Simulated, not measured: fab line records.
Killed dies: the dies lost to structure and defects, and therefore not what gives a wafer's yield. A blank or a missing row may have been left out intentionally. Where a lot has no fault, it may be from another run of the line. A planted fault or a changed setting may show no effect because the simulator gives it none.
Chamber matching | flow gf180mcu | GF_V3_CVD_00 on hdpcvd-01: 3 sister chambers
The step deposits SiO2, target thk 600 nm, time 100 s. 3 wafers are shown with their chamber, then 7 later ones without.

WAFERS PAIRED WITH THEIR CHAMBERS
wafer  | chamber | sih4FlowSccm (sccm)
L429.4 | 2       | 59.70
L431.3 | 0       | 60.30
L431.5 | 1       | 59.95

WAFERS WITHOUT THEIR CHAMBER
wafer  | sih4FlowSccm (sccm)
L431.6 | 60.06
L432.1 | 59.77
L432.3 | 60.01
L432.5 | 59.86
L433.1 | 59.75
L433.2 | 60.31
L433.6 | 60.18

CHAMBER TAKEN BY EACH
wafer  | from the rows above     | in truth
L431.6 | can't be placed: 1 or 0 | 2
L432.1 | can't be placed: 2 or 1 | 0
L432.3 | 1                       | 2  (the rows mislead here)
L432.5 | can't be placed: 1 or 2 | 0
L433.1 | can't be placed: 2 or 1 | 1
L433.2 | 0                       | 0
L433.6 | can't be placed: 0 or 1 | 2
Correctly placed: 1 of 7. From these rows, 5 cannot be placed; in 1 the true chamber is one of the candidates. 1 placed wrongly.
How it was worked out, from the rows above alone: a wafer's distance from a chamber is the root of the sum, over the readings, of the square of ((its reading less the chamber's mean) divided by the reading's scatter). The wafer belongs to the nearest chamber; if the next one is less than 2 further off, it can't be placed. Each chamber's mean is taken over the wafers shown for it. The scatter (one wafer shown for each chamber): square how far every hidden wafer sits from the nearest shown wafer, average those squares and take the square root.
